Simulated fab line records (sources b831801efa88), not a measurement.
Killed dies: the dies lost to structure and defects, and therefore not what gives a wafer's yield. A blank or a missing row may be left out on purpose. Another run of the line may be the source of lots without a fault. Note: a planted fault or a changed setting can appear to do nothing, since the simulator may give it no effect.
fab line records	flow sfq-line
[record] lots = 7	wafers = 21	last-day = 100
route steps=325 shown M7@281
lots with no fault: from the same line, run without faults
start-h: start of the lot's first displayed wafer, in hours after the record's first day	wait-h: hours since the lot's step before	" repeats the value in the row above	L1.1+2: several wafers, shown together as one row	- no value present, or no start provided	* or withheld: withheld	< > ~ a bound
route shown NAME@n: a module of which the file shows steps, and the number in the route of the first	usual: the fault-free wafers' mean and standard deviation	same: alike in all rows	chamber/n: place in a boat	sites: per-site readings	_std_site: standard deviation across them	_edge_site: outer sites' mean less inner sites'	radius-mm: for every site, how far away it sits from the centre of the wafer	mask NAME#n: copy n	behind: the most recent tool/chamber to have shaped the wafer	hold: why the lot went on hold/how many hours it stayed there/how the hold came to an end	device: the transistor (n, p or np) that didn't switch	end of line: the tests these same wafers got at the end of their route	a step without rows: its recipe alone	killed: count of dies lost to structure and defects at first sort (not the wafer's yield)	map: a wafer's dies, x killed, . not, _ none there
set.NAME: the setting as run; set.NAME@STEP: as run at that earlier step	model.NAME: the simulator's own value behind a step, which no gauge read
lots seen at some steps along the route; tables by step, rows by wafer
services: from which hour (start-h, from the record's first day; less than 0 if before it) a tool's chamber was out of use, for how many hours, and why
[[steps]]
[step SFQ_TRILAYER_M7_DEP_PRE_CLEAN_176]
[recipe] gas = Ar	time-s = 22.5	bias-v = 250
[step SFQ_TRILAYER_M7_DEP_SPUTTER_175]
[recipe] material = Nb	base-pressure-pa = 1.33e-06	chamber-pressure-pa = 0.1333	substrate-temp-c = 20	target-thk-nm = 200	power-w = 2000	time-s = 133.3
[usual] substrate-temp-c = 20.00/0.11	throttle-valve-pct = 29.9/0.86
lot.wafer	tool	chamber	start-h	wait-h	substrate-temp-c	throttle-valve-pct
L975.1	pvd-sputter-04	-	1838.35	0.0	20.02	28.3
L975.3	"	-	"	"	19.93	29.1
L975.5	"	-	"	"	20.02	29.6
L977.1	pvd-sputter-03	-	1843.27	0.0	20.06	30.7
L977.3	"	-	"	"	19.94	30.6
L977.5	"	-	"	"	20.08	30.5
L983.2	pvd-sputter-03	-	2089.91	0.0	20.06	29.4
L983.4	"	-	"	"	19.94	30.2
L983.6	"	-	"	"	20.01	30.2
L984.1	pvd-sputter-04	-	2095.71	0.0	20.07	29.6
L984.2	"	-	"	"	19.97	30.3
L984.5	"	-	"	"	19.76	28.5
L986.2	pvd-sputter-04	-	2105.91	0.0	20.12	28.4
L986.3	"	-	"	"	20.40	29.2
L986.4	"	-	"	"	20.07	30.2
L989.2	pvd-sputter-05	-	2132.49	0.0	20.08	31.0
L989.3	"	-	"	"	19.93	31.2
L989.4	"	-	"	"	20.20	29.5
L994.1	pvd-sputter-04	-	2147.19	0.0	20.29	28.7
L994.5	"	-	"	"	19.93	29.5
L994.6	"	-	"	"	19.96	29.0
[step SFQ_M7_RS_MEAS_943]
[recipe] thk-meas-gauge = four-point-probe	reads = Nb_of_TRILAYER_M7_DEP_SPUTTER_175
[usual] M7_NB_RS = 0.889/0.011
lot.wafer	tool	chamber	start-h	wait-h	M7_NB_RS[ohm/sq]
L975.1	film-metro-02	-	1838.44	0.0	0.905
L975.3	"	-	"	"	0.903
L975.5	"	-	"	"	0.903
L977.1	film-metro-04	-	1843.36	0.0	0.916
L977.3	"	-	"	"	0.898
L977.5	"	-	"	"	0.903
L983.2	film-metro-02	-	2090.02	0.1	0.901
L983.4	"	-	"	"	0.896
L983.6	"	-	"	"	0.893
L984.1	film-metro-03	-	2095.80	0.0	0.893
L984.2	"	-	"	"	0.868
L984.5	"	-	"	"	0.885
L986.2	film-metro-04	-	2106.02	0.1	0.896
L986.3	"	-	"	"	0.900
L986.4	"	-	"	"	0.880
L989.2	film-metro-02	-	2132.60	0.1	0.895
L989.3	"	-	"	"	0.898
L989.4	"	-	"	"	0.893
L994.1	film-metro-02	-	2147.29	0.0	0.884
L994.5	"	-	"	"	0.898
L994.6	"	-	"	"	0.886
[step SFQ_TRILAYER_M7_LITHO_COAT_182]
[recipe] resist = BARC	spin-rpm = 3000	resist-thk-nm = 62
[step SFQ_TRILAYER_M7_LITHO_COAT_177]
[recipe] resist = KrF	spin-rpm = 3000	resist-thk-nm = 600
[step SFQ_TRILAYER_M7_LITHO_SOFTBAKE_181]
[recipe] temp-c = withheld	time-s = withheld	resist = KrF
[step SFQ_TRILAYER_M7_LITHO_EXPOSE_178]
[recipe] mask-id = M7	na = 0.6	source-shape = conventional	sigma-outer = 0.65	target-cd-nm = 500	dose-mj = 14.4
[step SFQ_TRILAYER_M7_LITHO_PEB_180]
[recipe] peb-temp-c = 115	peb-time-s = 60	resist = KrF
[step SFQ_TRILAYER_M7_LITHO_DEVELOP_179]
[recipe] time-s = 60	resist = KrF
[step SFQ_M7_OVL_MEAS_945]
[usual] M7_OVL = 1/5.4
lot.wafer	tool	chamber	start-h	wait-h	M7_OVL[nm]
L975.1	overlay-01	-	1942.17	0.1	1
L975.3	"	-	"	"	-3
L975.5	"	-	"	"	-3
L977.1	overlay-01	-	1948.17	0.1	-5
L977.3	"	-	"	"	-5
L977.5	"	-	"	"	-2
L983.2	overlay-01	-	2171.37	0.1	6
L983.4	"	-	"	"	9
L983.6	"	-	"	"	5
L984.1	overlay-02	-	2174.97	0.1	2
L984.2	"	-	"	"	-5
L984.5	"	-	"	"	-5
L986.2	overlay-01	-	2183.37	0.1	6
L986.3	"	-	"	"	3
L986.4	"	-	"	"	5
L989.2	overlay-02	-	2206.17	0.1	1
L989.3	"	-	"	"	1
L989.4	"	-	"	"	0
L994.1	overlay-02	-	2232.42	0.1	-14
L994.5	"	-	"	"	-5
L994.6	"	-	"	"	1
[step SFQ_TRILAYER_M7_BARC_OPEN_METAL_ETCH_229]
[recipe] mask-material = PR	chemistry = O2	target-depth-nm = 125	target = BARC	icp-w = 600	bias-w = 80	pressure-mtorr = 10	time-s = 41.7
[usual] chamber-pressure-mTorr = 9.999/0.0087	drypump-motor-current-A = 5.7/0.41	oes-product-au = 0.685/0.0046	rf-fwd-power-W = 591.6/2.8
lot.wafer	tool	chamber	start-h	wait-h	chamber-pressure-mTorr	drypump-motor-current-A	oes-product-au	rf-fwd-power-W	rf-hours-counter-h
L975.1	rie-metal-02	0	1942.21	0.0	10.009	5.6	0.690	593.0	17
L975.3	"	0	"	"	10.003	5.6	0.688	591.9	-
L975.5	"	0	"	"	10.002	5.6	0.690	590.4	-
L977.1	rie-metal-03	1	1948.21	0.0	10.009	5.3	0.684	592.0	121
L977.3	"	1	"	"	10.002	5.3	0.686	587.0	-
L977.5	"	1	"	"	9.998	5.3	0.689	587.4	-
L983.2	rie-metal-03	0	2171.40	0.0	10.001	6.0	0.684	594.4	130
L983.4	"	0	"	"	10.012	6.0	0.679	592.9	-
L983.6	"	1	"	"	10.004	5.3	0.686	586.4	-
L984.1	rie-metal-03	1	2175.00	0.0	10.002	5.3	0.683	589.3	19
L984.2	"	1	"	"	10.000	5.3	0.686	592.0	-
L984.5	"	1	"	"	9.995	5.3	0.686	590.2	-
L986.2	rie-metal-03	1	2183.42	0.0	10.011	5.3	0.679	587.8	-
L986.3	"	1	"	"	10.008	5.2	0.685	587.6	-
L986.4	"	1	"	"	10.005	5.3	0.686	586.5	-
L989.2	rie-metal-02	0	2206.20	0.0	9.988	5.6	0.688	589.1	51
L989.3	"	1	"	"	9.993	6.4	0.688	592.0	-
L989.4	"	0	"	"	9.978	5.6	0.685	589.6	-
L994.1	rie-metal-02	0	2232.45	0.0	9.983	5.6	0.684	593.0	54
L994.5	"	1	"	"	10.001	6.3	0.685	595.5	-
L994.6	"	0	"	"	10.000	5.6	0.690	590.9	-
[step SFQ_TRILAYER_M7_ETCH_METAL_ETCH_180]
[recipe] target = Nb	stop-on = SiO2	mask-material = PR	chemistry = Cl2/Ar	target-depth-nm = 240	icp-w = 600	bias-w = 80	pressure-mtorr = 10	time-s = 120
[usual] chamber-pressure-mTorr = 9.999/0.0098	drypump-motor-current-A = 5.7/0.4	oes-product-au = 0.895/0.008	rf-fwd-power-W = 596.1/1.9
lot.wafer	tool	chamber	start-h	wait-h	chamber-pressure-mTorr	drypump-motor-current-A	oes-product-au	rf-fwd-power-W	rf-hours-counter-h	model.KrF_of_TRILAYER_M7_LITHO_COAT_177.thk-nm
L975.1	rie-metal-02	0	1942.27	0.0	9.991	5.6	0.886	593.5	17	387.6
L975.3	"	0	"	"	10.004	5.6	0.894	594.1	-	387.3
L975.5	"	0	"	"	9.995	5.6	0.881	594.5	-	387.2
L977.1	rie-metal-03	1	1948.33	0.1	9.994	5.2	0.882	596.0	121	387.4
L977.3	"	1	"	"	10.002	5.3	0.887	595.3	-	387.5
L977.5	"	1	"	"	9.988	5.2	0.885	594.0	-	387.3
L983.2	rie-metal-03	0	2171.46	0.0	9.993	6.0	0.893	500.1	130	401.8
L983.4	"	0	"	"	9.999	6.0	0.892	497.8	-	404.1
L983.6	"	1	"	"	9.982	5.2	0.877	502.8	-	407.7
L984.1	rie-metal-03	1	2175.12	0.1	9.984	5.2	0.889	495.8	19	404.9
L984.2	"	1	"	"	9.988	5.2	0.894	497.1	-	405.3
L984.5	"	1	"	"	9.990	5.2	0.889	496.8	-	407.2
L986.2	rie-metal-03	1	2183.57	0.1	9.994	5.2	0.879	500.4	-	410
L986.3	"	1	"	"	10.009	5.3	0.884	503.9	-	407.8
L986.4	"	1	"	"	9.992	5.2	0.890	501.7	-	409.4
L989.2	rie-metal-02	0	2206.26	0.0	10.014	5.6	0.894	596.4	51	385.1
L989.3	"	1	"	"	9.996	6.4	0.883	599.7	-	385.6
L989.4	"	0	"	"	9.989	5.6	0.897	596.9	-	382.8
L994.1	rie-metal-02	0	2232.51	0.0	9.993	5.6	0.905	596.3	54	384.3
L994.5	"	1	"	"	10.000	6.4	0.890	597.1	-	382.8
L994.6	"	0	"	"	9.988	5.6	0.891	595.8	-	382.8
[step SFQ_TRILAYER_M7_STRIP_STRIP_181]
[recipe] gas = O2	power-w = 200	platen-temp-c = 40	overash-fraction = 0.65	chemistry = O2	pressure-mtorr = 50
[usual] chamber-pressure-mTorr = 50.00/0.046	drypump-motor-current-A = 5.7/0.4	oes-product-au = 0.994/0.011
lot.wafer	tool	chamber	start-h	wait-h	chamber-pressure-mTorr	drypump-motor-current-A	oes-product-au	rf-hours-counter-h
L975.1	rie-metal-02	0	1942.39	0.1	50.01	5.6	0.996	17
L975.3	"	0	"	"	50.06	5.6	0.989	-
L975.5	"	0	"	"	49.98	5.6	0.991	-
L977.1	rie-metal-03	1	1948.58	0.2	50.02	5.2	0.983	122
L977.3	"	1	"	"	50.01	5.3	0.980	-
L977.5	"	1	"	"	50.09	5.3	0.976	-
L983.2	rie-metal-03	0	2171.59	0.1	50.07	6.0	1.001	131
L983.4	"	0	"	"	50.09	6.0	1.016	-
L983.6	"	1	"	"	50.06	5.3	0.983	-
L984.1	rie-metal-03	1	2175.37	0.2	49.95	5.3	0.974	19
L984.2	"	1	"	"	50.00	5.3	0.968	-
L984.5	"	1	"	"	49.96	5.3	0.983	-
L986.2	rie-metal-03	1	2183.97	0.4	50.03	5.2	0.989	-
L986.3	"	1	"	"	49.97	5.2	0.982	-
L986.4	"	1	"	"	50.04	5.3	0.977	-
L989.2	rie-metal-02	0	2206.39	0.1	49.94	5.6	0.996	51
L989.3	"	1	"	"	50.00	6.3	0.995	-
L989.4	"	0	"	"	50.02	5.6	0.985	-
L994.1	rie-metal-02	0	2232.64	0.1	50.01	5.6	0.995	54
L994.5	"	1	"	"	49.98	6.4	1.013	-
L994.6	"	0	"	"	50.03	5.6	1.010	-
[[services]]
tool	chamber	start-h	hours	kind
pvd-sputter-04	0	1875.80	-	consumable-replace:kit
pvd-sputter-04	-	1884.99	2.7	repair
rie-metal-03	0	1929.31	23.4	repair
rie-metal-03	-	1972.08	2.8	pm
pvd-sputter-03	-	1986.94	2.1	repair
pvd-sputter-04	-	1988.54	44.7	repair
rie-metal-03	1	1991.96	-	clean
rie-metal-03	1	1991.96	23.1	scheduled-down
rie-metal-03	1	1991.96	23.1	vent-cycle
pvd-sputter-05	-	2011.07	10.4	repair
pvd-sputter-04	-	2011.41	1.0	repair
pvd-sputter-04	-	2015.87	3.0	repair
rie-metal-02	-	2020.10	0.9	repair
pvd-sputter-03	-	2050.67	8.9	repair
pvd-sputter-05	-	2094.77	8.0	repair
pvd-sputter-04	-	2110.50	2.6	repair
pvd-sputter-04	-	2118.95	0.7	repair
pvd-sputter-05	-	2135.55	2.9	repair
rie-metal-02	0	2138.54	18.1	repair
rie-metal-03	0	2172.48	-	clean
rie-metal-03	0	2172.48	-	consumable-replace:esc
rie-metal-03	0	2172.48	23.5	scheduled-down
rie-metal-03	0	2172.48	23.5	vent-cycle
pvd-sputter-05	-	2193.41	11.1	repair
[[key]]
[first-sign] step = SFQ_TRILAYER_M7_ETCH_METAL_ETCH_180	reading = rf-fwd-power-W	direction = down	sigmas = 50	usual = 596.1	struck = 499.6
effect none on later readings
[model-effect] step = SFQ_TRILAYER_M7_ETCH_METAL_ETCH_180	value = KrF_of_TRILAYER_M7_LITHO_COAT_177.thk-nm	without = 387	struck = 406.5
met-at SFQ_TRILAYER_M7_ETCH_METAL_ETCH_180
struck-wafers L983.2,L983.4,L983.6,L984.1,L984.2,L984.5,L986.2,L986.3,L986.4
onset-between 1948.33 2171.46
[fault] kind = process-parameter-drift	tool = rie-metal-03	chamber = -	onset-h = 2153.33	steps = SFQ_TRILAYER_M7_ETCH_METAL_ETCH_180	channel = icp-w	offset = -96	shape = step	end-h = 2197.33	acts-in = these-recipes-only	stated = 600
